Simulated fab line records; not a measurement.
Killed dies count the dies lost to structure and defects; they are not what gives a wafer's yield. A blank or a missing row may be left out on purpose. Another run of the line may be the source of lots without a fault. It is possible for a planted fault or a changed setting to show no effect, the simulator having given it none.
Problem report in the 8D (eight disciplines) form, filled by code || flow sky130 || the parts of the form that need people (team, actions taken, sign-off) are left out

== 1. THE PROBLEM ==
METAL2_ALCU_RS at SKY_METAL2_RS_MEAS_05 reads a mean of 0.1744 ohm/sq on 6 wafers of 2 lots; wafers without a fault read 0.1267 ohm/sq with a standard deviation of 0.0013. That is +37 standard deviations from the usual mean.
The step: measures by four-point-probe.
Earliest sighting: wafer L261.1 on film metro-01 at day 37 12:21. Wafers with a number at this step in the record: 27, from 9 lots. By rule, "out" or "out of limits" means more than 4 standard deviations away from the usual mean. The other wafers with a number count as sound.

== 2. WHAT IT IS; WHAT IT IS NOT ==
{"question": "which readings at this step", "is": "METAL2_ALCU_RS", "is not": "-"}
{"question": "which lots", "is": "L261, L263", "is not": "L253, L266, L268, L270, L273, L274, L275"}
{"question": "which wafers of those lots", "is": "all that have a number", "is not": "-"}
{"question": "read on which gauges", "is": "film metro-01", "is not": "film metro-02, film metro-04"}
{"question": "when", "is": "from day 37 12:21", "is not": "up to then (3 sound wafers); but 18 sound wafers of L266, L268, L270, L273, L274, L275 came after"}

== 3. WHAT RULES OUT EACH SUSPECT ==
Counting: any tool at a process step up to the reading is kept as a suspect provided that every lot that is out went through it and no sound lot did after the first of them.
- the gauge at SKY_METAL2_RS_MEAS_05 is ruled out. All the wafers that are out were read on film metro-01, but those of them that SKY_METAL2_METAL_ETCH_19 has rows for are out there too, on other tools.
- rie metal-04 at SKY_METAL1_ETCH_18 (etches BARC in N2/H2, stops on SiO2, time 45.9 s, target depth 60 nm): ruled out as a lasting fault. Following L261 (day 36 10:01), the first lot on it that is out, the sound lots L273 were run on it.
- pvd sputter-01 at SKY_METAL2_SPUTTER_01 (material TiN, target thk 20 nm, time 16.7 s): ruled out as a lasting fault. Following L261 (day 37 12:14), the first lot on it that is out, the sound lots L274, L275 were run on it.
- pvd sputter-01 at SKY_METAL2_SPUTTER_02 (material AlCu, target thk 250 nm, time 13.3 s): ruled out as a lasting fault. Following L261 (day 37 12:16), the first lot on it that is out, the sound lots L274, L275 were run on it.
Left after counting: nothing in the record.

== 4. THE CAUSE (what the simulator had put in) ==
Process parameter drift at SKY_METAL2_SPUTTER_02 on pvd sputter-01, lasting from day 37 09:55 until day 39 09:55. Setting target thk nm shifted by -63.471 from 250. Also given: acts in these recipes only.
It was ruled out by counting, in error; the rule expects a fault to strike all lots run on its tool from its start on, and this fault did not.

== 5. THE CHAIN OF EFFECTS, in route order ==
Each row: a reading whose mean over the struck wafers that have a number lies more than 3 standard deviations from the usual. Only readings whose record carries a usual standard deviation are examined. hours: median over the lots of the time between each lot's start at the first step of this table that gives one and its start at this step. sigmas: the change, counted in usual standard deviations.
{"hours": 0, "step": "SKY_METAL2_RS_MEAS_05", "reading": "METAL2_ALCU_RS", "usual": "0.1267 ohm/sq", "on struck wafers": 0.1744, "change": "+0.0477", "sigmas": "+37"}
{"hours": 0, "step": "SKY_METAL2_THK_MEAS_06", "reading": "METAL2_ALCU_THK", "usual": "248.9 nm", "on struck wafers": 183.0, "change": -65.9, "sigmas": -24}
{"hours": 25, "step": "SKY_METAL2_METAL_ETCH_19", "reading": "oes product au", "usual": "0.855 a.u.", "on struck wafers": 0.798, "change": -0.057, "sigmas": -10}
Here are the process steps it includes:
- SKY_METAL2_METAL_ETCH_19: etches the open film in Cl2/BCl3, stops on SiO2, target depth 360 nm, time 78 s.

== 6. HOW IT WOULD HAVE BEEN CAUGHT EARLIER ==
The first out-of-limits reading at a measuring or inspecting step in this record came at day 37 12:21, 2 hours after the fault's start at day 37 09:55.
Of the tool readings at SKY_METAL2_SPUTTER_02 for which the record gives a usual standard deviation, none was out on any struck wafer, so an alarm limit of 4 standard deviations on them would not have fired.
